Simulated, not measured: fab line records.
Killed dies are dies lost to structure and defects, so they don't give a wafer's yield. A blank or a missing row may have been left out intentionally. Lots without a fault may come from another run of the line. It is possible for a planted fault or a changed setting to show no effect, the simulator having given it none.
Code-filled problem report in 8D (eight disciplines) form -- flow sky130 -- the parts of the form that need people (team, actions taken, sign-off) are left out

== 1. WHAT IS WRONG ==
Wafers with no fault read 200.3 nm with a standard deviation of 1.4, whereas cd nm at SKY_VIA3_CD_MEAS_12 reads a mean of 164.2 nm on 1 wafer of 1 lot. That puts it -26 standard deviations away from the usual mean.
The step: target cd 200 nm.
Seen first at day 42 20:05 on cd sem-01, wafer L446.2. The record has a number at this step for 38 wafers belonging to 13 lots. The rule behind "out" and "out of limits": a value lying over 4 standard deviations away from the usual mean. The rest of the wafers with a number are treated as sound.

== 2. WHAT IT IS AND WHAT IT IS NOT ==
question,is,is not
which readings at this step,cd nm,-
which lots,L446,"L434, L435, L436, L437, L438, L440, L448, L449, L454, L455, L456, L457"
which wafers of those lots,L446.2,L446.1
read on which gauges,cd sem-01,cd sem-02
when,from day 42 20:05,"up to then (19 sound wafers); but 18 sound wafers of L448, L449, L454, L455, L456, L457 came after"

== 3. THE SUSPECTS, EACH WITH WHAT RULES IT OUT ==
Counting: if a tool at a process step up to the reading ran every lot that is out, it stays a suspect. Sound lots after the first of them don't rule it out here, since some wafers of a struck lot are sound.
- the gauge at SKY_VIA3_CD_MEAS_12: kept. All the wafers that are out were read on cd sem-01, and no step on other tools shows them out.
- plasma asher-03 at SKY_METAL3_STRIP_19 (strips in O2/N2): kept. It processed L446, the lot that is out, at day 41 19:40, and its most recent sound lot before then was L440 at day 40 15:42.
- krf scanner-01 at SKY_VIA3_EXPOSE_09 (exposes mask VIM3, target cd 200 nm): kept. It processed L446, the lot that is out, at day 42 09:19, and its most recent sound lot before then was L440 at day 41 05:19.
- Within plasma asher-03 at SKY_METAL3_STRIP_19: the wafers that are out ran in chamber 0; their sound lot-mates ran in chamber 1.
After the count, these remain: plasma asher-03 at SKY_METAL3_STRIP_19, krf scanner-01 at SKY_VIA3_EXPOSE_09 and cd sem-01 at SKY_VIA3_CD_MEAS_12.

== 4. THE CAUSE (what the simulator had put in) ==
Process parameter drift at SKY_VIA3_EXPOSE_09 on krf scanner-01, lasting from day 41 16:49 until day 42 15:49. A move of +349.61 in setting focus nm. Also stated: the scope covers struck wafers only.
Counting leaves 3 suspects; this tool is one of them.

== 5. THE CHAIN OF EFFECTS, in route order ==
Rows list readings where the struck wafers' mean (over those with a number) sits beyond 3 standard deviations from the usual. Readings are gone through only where the record gives a usual standard deviation; hours: the median, over the lots, of the time from a lot's start at the first step in this table giving one to that lot's start at this step; sigmas: the change measured in usual standard deviations.
hours,step,reading,usual,on struck wafers,change,sigmas
0,SKY_VIA3_CD_MEAS_12,cd nm,200.3 nm,164.2,-36.1,-26

== 6. HOW IT WOULD HAVE BEEN CAUGHT EARLIER ==
The first out-of-limits reading at a measuring or inspecting step in this record came at day 42 20:05, 27 hours after the fault's start at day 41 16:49.
An alarm limit of 4 standard deviations would not have fired on the tool readings at SKY_VIA3_EXPOSE_09 for which the record gives a usual standard deviation, since none of them was out on any struck wafer.
Lots out: 1; all had begun SKY_VIA3_EXPOSE_09 on krf scanner-01 by day 42 20:05. Holding the tool at that point would not have protected any of them.
